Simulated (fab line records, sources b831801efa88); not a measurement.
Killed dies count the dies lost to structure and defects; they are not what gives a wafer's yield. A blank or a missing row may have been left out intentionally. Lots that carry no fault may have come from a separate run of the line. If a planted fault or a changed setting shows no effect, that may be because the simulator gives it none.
fab line records | flow sky130
record: lots: 6 wafers: 16 last-day: 48
route steps=708 shown METAL1@446 VIA1@458
lots that met no fault: from a run of the same line without faults
start-h: start of the lot's first displayed wafer, in hours after the record's first day | wait-h: hours from the lot's prior step to this one | " repeats the value in the row above | L1.1+2: a single row standing in for several wafers | - no value present, or no start provided | * or withheld: withheld | < > ~ a bound
route shown NAME@n: names a module that has steps shown in the file, with the first one's number in the route | usual: the fault-free wafers' mean and standard deviation | same: alike in all rows | chamber/n: place in a boat | sites: per-site readings | _std_site: the standard deviation of these | _edge_site: inner sites' mean taken away from outer sites' mean | radius-mm: how far each site lies from the wafer's centre | mask NAME#n: copy n | behind: the most recent tool/chamber to have shaped the wafer | hold: cause of the lot's hold/its duration in hours/its outcome | device: the transistor (n, p or np) that didn't switch | end of line: tests of these same wafers at the route's end | where a step has no rows: the recipe by itself | killed: count of dies lost to structure and defects at first sort (not the wafer's yield) | map: a wafer's dies, x killed, . not, _ none there
set.NAME: the run value of the setting; set.NAME@STEP: its run value at that earlier step | model.NAME: the simulator's own value behind a step, which no gauge read
certain route steps with their lots: each step a table, each wafer a row
services: the hour from which a tool's chamber was out of use, counted from the record's first day as start-h (under 0 if before that day), plus the number of hours and why
== steps ==
step: SKY_METAL1_EXPOSE_12
recipe: mask-id: MM1 na: 0.8 source-shape: annular sigma-inner: 0.55 sigma-outer: 0.85 target-cd-nm: 140 dose-mj: 28
step: SKY_METAL1_PEB_13
recipe: peb-temp-c: withheld peb-time-s: withheld resist: KrF-thick
step: SKY_METAL1_DEVELOP_14
recipe: develop-time-s: 60 resist: KrF-thick dev-temp-c: 21
step: SKY_METAL1_CD_MEAS_15
recipe: target-cd-nm: 140
usual: cd-nm: 138.9/1.5
columns lot.wafer tool chamber start-h wait-h cd-nm
L673.4 cd-sem-01 - 760.57 - 139.3
L673.5 " - " " 136.3
L673.6 " - " " 138.6
L678.1 cd-sem-02 - 807.02 - 137.6
L678.4 " - " " 138.5
L678.5 " - " " 138.4
L682.1 cd-sem-01 - 846.96 - 138.2
L682.2 " - " " 139.5
L682.6 " - " " 139.7
L685.6 cd-sem-01 - 855.86 - 139.3
L687.1 cd-sem-02 - 873.81 - 137.8
L687.2 " - " " 137.9
L687.5 " - " " 137.1
L688.1 cd-sem-02 - 877.16 - 137.5
L688.2 " - " " 138.9
L688.5 " - " " 138.6
step: SKY_METAL1_OVL_MEAS_16
usual: METAL1_OVL: 2/5.2
columns lot.wafer tool chamber start-h wait-h METAL1_OVL[nm]
L673.4 overlay-02 - 760.65 0.1 -4
L673.5 " - " " -1
L673.6 " - " " -2
L678.1 overlay-01 - 807.14 0.1 -4
L678.4 " - " " -6
L678.5 " - " " -4
L682.1 overlay-01 - 847.08 0.1 1
L682.2 " - " " -5
L682.6 " - " " -7
L685.6 overlay-02 - 855.91 0.0 -2
L687.1 overlay-02 - 873.93 0.1 -2
L687.2 " - " " 2
L687.5 " - " " 5
L688.1 overlay-02 - 877.28 0.1 6
L688.2 " - " " 0
L688.5 " - " " 2
step: SKY_METAL1_DESCUM_17
recipe: chemistry: O2 source-power-w: 150 bias-power-w: 0 pressure-mtorr: 10 temp-c: 40 time-s: 8
usual: drypump-motor-current-A: 5.84/0.23 he-backside-leak-sccm: 3.4/0.34 oes-product-au: 1.000/0.014
columns lot.wafer tool chamber start-h wait-h drypump-motor-current-A he-backside-leak-sccm oes-product-au rf-hours-counter-h
L673.4 rie-metal-03 0 760.68 0.0 5.86 3.5 0.992 -
L673.5 " 1 " " 5.39 3.5 0.987 -
L673.6 " 0 " " 5.81 3.4 0.986 -
L678.1 rie-metal-04 1 807.17 0.0 5.82 3.0 1.008 9
L678.4 " 1 " " 5.81 3.1 1.022 -
L678.5 " 1 " " 5.83 3.1 0.999 -
L682.1 rie-metal-03 0 847.12 0.0 5.83 3.6 0.993 4
L682.2 " 1 " " 5.38 3.6 1.008 9
L682.6 " 1 " " 5.37 3.4 1.000 -
L685.6 rie-metal-01 1 855.94 0.0 5.73 3.5 0.992 -
L687.1 rie-metal-01 1 873.97 0.0 5.73 3.5 0.994 8
L687.2 " 0 " " 6.09 2.9 1.028 10
L687.5 " 0 " " 6.11 2.9 1.031 -
L688.1 rie-metal-03 0 877.32 0.0 5.84 3.3 0.991 5
L688.2 " 1 " " 5.39 3.4 0.996 10
L688.5 " 0 " " 5.80 3.4 0.987 -
step: SKY_METAL1_ETCH_18
recipe: chemistry: N2/H2 target: BARC ion-energy-ev: 200 bias-w: 100 pressure-mtorr: 30 n2-flow-sccm: 100 h2-flow-sccm: 200 icp-w: 500 stop-on: SiO2 time-s: 45.9 target-depth-a: 600
usual: drypump-motor-current-A: 5.84/0.23 he-backside-leak-sccm: 3.32/0.2 oes-product-au: 0.855/0.0051 throttle-valve-pct: 13.224/0.0087
columns lot.wafer tool chamber start-h wait-h drypump-motor-current-A he-backside-leak-sccm oes-product-au rf-hours-counter-h throttle-valve-pct
L673.4 rie-metal-03 0 760.72 0.0 5.84 3.39 0.846 - 13.213
L673.5 " 1 " " 5.38 3.36 0.860 - 13.237
L673.6 " 0 " " 5.82 3.38 0.861 - 13.217
L678.1 rie-metal-04 1 807.20 0.0 5.83 3.05 0.857 9 13.239
L678.4 " 1 " " 5.85 2.99 0.857 - 13.218
L678.5 " 1 " " 5.84 2.95 0.856 - 13.230
L682.1 rie-metal-03 0 847.15 0.0 5.83 3.48 0.860 4 13.226
L682.2 " 1 " " 5.40 3.42 0.847 9 13.243
L682.6 " 1 " " 5.40 3.31 0.850 - 13.224
L685.6 rie-metal-01 1 855.99 0.0 5.74 3.27 0.851 - 13.222
L687.1 rie-metal-01 1 874.00 0.0 5.73 3.39 0.860 8 13.224
L687.2 " 0 " " 6.09 3.10 0.853 10 13.240
L687.5 " 0 " " 6.12 3.17 0.852 - 13.220
L688.1 rie-metal-03 0 877.35 0.0 5.83 3.34 0.855 5 13.223
L688.2 " 1 " " 5.39 3.55 0.853 10 13.221
L688.5 " 0 " " 5.86 3.30 0.848 - 13.218
step: SKY_METAL1_METAL_ETCH_19
recipe: target-depth-a: 3600 stop-on: SiO2 over-etch-frac: 0.3 time-s: 78 chemistry: Cl2/BCl3 resist-sidewall-deg: 88 pressure-mtorr: 10 icp-w: 900 bias-w: 48.5 Cl2_flow_sccm: 60 bcl3-flow-sccm: 30
usual: drypump-motor-current-A: 5.84/0.23 he-backside-leak-sccm: 3.34/0.19 oes-product-au: 0.855/0.0062 throttle-valve-pct: 22.264/0.0091
columns lot.wafer tool chamber start-h wait-h drypump-motor-current-A he-backside-leak-sccm oes-product-au rf-hours-counter-h throttle-valve-pct
L673.4 rie-metal-03 0 760.79 0.1 5.82 3.49 0.855 - 22.266
L673.5 " 1 " " 5.39 3.51 0.857 - 22.265
L673.6 " 0 " " 5.84 3.40 0.860 - 22.247
L678.1 rie-metal-04 1 807.27 0.0 5.84 3.31 0.857 9 22.267
L678.4 " 1 " " 5.84 3.32 0.853 - 22.272
L678.5 " 1 " " 5.83 3.11 0.845 - 22.274
L682.1 rie-metal-03 0 847.21 0.0 5.83 3.45 0.856 4 22.254
L682.2 " 1 " " 5.37 3.46 0.853 9 22.272
L682.6 " 1 " " 5.38 3.47 0.860 - 22.257
L685.6 rie-metal-01 1 856.07 0.1 5.74 3.45 0.852 - 22.258
L687.1 rie-metal-01 1 874.06 0.0 5.73 3.42 0.865 8 22.257
L687.2 " 0 " " 6.08 3.12 0.843 11 22.261
L687.5 " 0 " " 6.12 3.19 0.856 - 22.267
L688.1 rie-metal-03 0 877.41 0.0 5.82 3.55 0.851 5 22.267
L688.2 " 1 " " 5.37 3.43 0.860 10 22.260
L688.5 " 0 " " 5.84 3.52 0.845 - 22.267
step: SKY_METAL1_STRIP_20
recipe: chemistry: O2/N2 power-w: 1400 pressure-mtorr: 1500 platen-temp-c: withheld o2-flow-sccm: 3000 n2-flow-sccm: 300 overash-fraction: 0.5
usual: drypump-motor-current-A: 5.7/0.46 oes-product-au: 0.343/0.005 strip-time-to-endpoint-s: 2.69/0.065
columns lot.wafer tool chamber start-h wait-h drypump-motor-current-A oes-product-au rf-hours-counter-h strip-time-to-endpoint-s
L673.4 plasma-asher-02 0 760.89 0.1 4.8 0.346 - 2.77
L673.5 " 0 " " 4.8 0.345 - 2.73
L673.6 " 1 " " 5.8 0.349 - 2.76
L678.1 plasma-asher-03 0 807.36 0.1 5.7 0.336 6 2.66
L678.4 " 1 " " 6.1 0.343 - 2.71
L678.5 " 1 " " 6.2 0.342 - 2.67
L682.1 plasma-asher-02 0 847.30 0.1 4.8 0.343 70 2.75
L682.2 " 1 " " 5.8 0.341 70 2.69
L682.6 " 1 " " 5.8 0.344 - 2.69
L685.6 plasma-asher-03 1 856.17 0.1 6.1 0.332 - 2.73
L687.1 plasma-asher-02 0 874.15 0.1 4.8 0.344 73 2.71
L687.2 " 1 " " 5.8 0.334 73 2.52
L687.5 " 1 " " 5.8 0.336 - 2.56
L688.1 plasma-asher-02 0 877.50 0.1 4.8 0.342 73 2.75
L688.2 " 1 " " 5.8 0.340 73 2.70
L688.5 " 1 " " 5.8 0.346 - 2.73
step: SKY_METAL1_STRIP_21
recipe: chemistry: post-etch-residue-remover time-s: 1200 temp-c: 72.5
step: SKY_METAL1_CLEAN_22
recipe: chemistry: IPA time-s: 180 temp-c: 25
step: SKY_METAL1_CLEAN_23
recipe: chemistry: O3/DIW dry: n2-spin
step: SKY_VIA1_HDPCVD_00
recipe: material: SiO2 target-thk-nm: 1030 sigma-open-frac: 0.3 time-s: 171.7 temp-c: 400 sih4-flow-sccm: 60 pressure-mtorr: 6
usual: sih4-flow-sccm: 60.00/0.16
columns lot.wafer tool chamber start-h wait-h sih4-flow-sccm model.SiO2_of_VIA1_HDPCVD_00.thk-nm
L673.4 hdpcvd-01 0 761.50 0.1 60.11 1045
L673.5 " 1 " " 60.06 1031
L673.6 " 2 " " 59.81 1023
L678.1 hdpcvd-02 2 807.95 0.0 60.00 1008
L678.4 " 2 " " 60.02 1007
L678.5 " 0 " " 59.99 1016
L682.1 hdpcvd-01 2 847.93 0.0 51.12 884.8
L682.2 " 0 " " 59.83 1035
L682.6 " 2 " " 50.85 888
L685.6 hdpcvd-01 2 856.80 0.1 51.00 869
L687.1 hdpcvd-02 0 874.78 0.0 59.82 1019
L687.2 " 2 " " 60.18 1034
L687.5 " 0 " " 60.10 1015
L688.1 hdpcvd-02 0 878.13 0.0 59.80 1012
L688.2 " 1 " " 59.82 1028
L688.5 " 1 " " 59.94 1033
step: SKY_VIA1_THK_MEAS_01
recipe: reads: SiO2_of_VIA1_HDPCVD_00
usual: VIA1_HDPCVD_THK: 1029/10
columns lot.wafer tool chamber start-h wait-h VIA1_HDPCVD_THK[nm]
L673.4 film-metro-03 - 761.59 0.0 1046
L673.5 " - " " 1032
L673.6 " - " " 1023
L678.1 film-metro-04 - 808.07 0.1 1007
L678.4 " - " " 1007
L678.5 " - " " 1017
L682.1 film-metro-01 - 848.04 0.1 885
L682.2 " - " " 1035
L682.6 " - " " 887
L685.6 film-metro-04 - 856.91 0.1 869
L687.1 film-metro-04 - 874.89 0.1 1019
L687.2 " - " " 1034
L687.5 " - " " 1015
L688.1 film-metro-03 - 878.24 0.1 1013
L688.2 " - " " 1029
L688.5 " - " " 1032
step: SKY_VIA1_CMP_02
recipe: material: SiO2 down-force-psi: 4 platen-rpm: 60 pad-velocity-m-s: 0.94248
usual: head-pressure-psi: 4.000/0.0091 motor-current-A: 12.4/1.7
columns lot.wafer tool chamber start-h wait-h head-pressure-psi motor-current-A
L673.4 cmp-02 2 761.62 0.0 4.014 13.6
L673.5 " 2 " " 4.002 13.8
L673.6 " 3 " " 3.999 12.1
L678.4 cmp-02 2 808.13 0.0 3.990 13.5
L678.1 " 0 " " 3.987 11.1
L678.5 " 2 " " 3.991 13.7
L682.1 cmp-01 0 848.10 0.1 3.986 13.3
L682.2 " 3 " " 3.996 13.5
L682.6 " 1 " " 4.015 14.7
L685.6 cmp-01 3 857.17 0.2 3.998 13.7
L687.2 cmp-01 1 874.95 0.0 3.990 15.1
L687.1 " 2 " " 4.005 9.1
L687.5 " 2 " " 4.002 9.2
L688.1 cmp-01 3 878.35 0.1 3.999 13.1
L688.2 " 0 " " 4.003 13.1
L688.5 " 3 " " 3.992 13.4
== services ==
columns tool chamber start-h hours kind
plasma-asher-03 0 742.75 - clean
plasma-asher-03 1 742.75 - clean
cmp-02 - 744.04 4.0 pm
cmp-02 - 748.04 - consumable-replace:conditioner
cmp-02 - 748.04 - consumable-replace:pad
hdpcvd-01 0 749.68 2.0 repair
rie-metal-03 1 763.11 3.6 repair
hdpcvd-02 - 766.41 2.8 repair
cmp-01 - 782.30 0.8 repair
cmp-01 - 797.15 2.5 repair
cmp-01 - 805.97 0.5 repair
rie-metal-03 0 840.03 2.3 repair
hdpcvd-02 - 842.51 0.4 repair
plasma-asher-03 - 847.74 0.4 repair
plasma-asher-03 - 859.23 1.7 repair
rie-metal-04 1 859.94 6.9 repair
cmp-01 - 866.27 0.6 repair
hdpcvd-01 - 867.59 1.1 repair
cmp-02 - 870.84 2.4 repair
plasma-asher-03 - 871.46 2.8 repair
== key ==
first-sign: step: SKY_VIA1_HDPCVD_00 reading: sih4-flow-sccm direction: down sigmas: 56 usual: 60.00 struck: 50.99
effect: step: SKY_VIA1_THK_MEAS_01 reading: VIA1_HDPCVD_THK direction: down sigmas: 14 usual: 1029 struck: 880
model-effect: step: SKY_VIA1_HDPCVD_00 value: SiO2_of_VIA1_HDPCVD_00.thk-nm without: 1035 struck: 880.6
met-at SKY_VIA1_HDPCVD_00
struck-wafers L682.1,L682.6,L685.6
rows-end L685.6
onset-between 761.50 847.93
fault: kind: process-parameter-drift tool: hdpcvd-01 chamber: 2 onset-h: 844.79 steps: SKY_VIA1_HDPCVD_00 channel: sih4-flow-sccm offset: -9 shape: step acts-in: these-recipes-only stated: 60
rows-end: these wafers met a further fault down the route, and their rows from its step on are left out
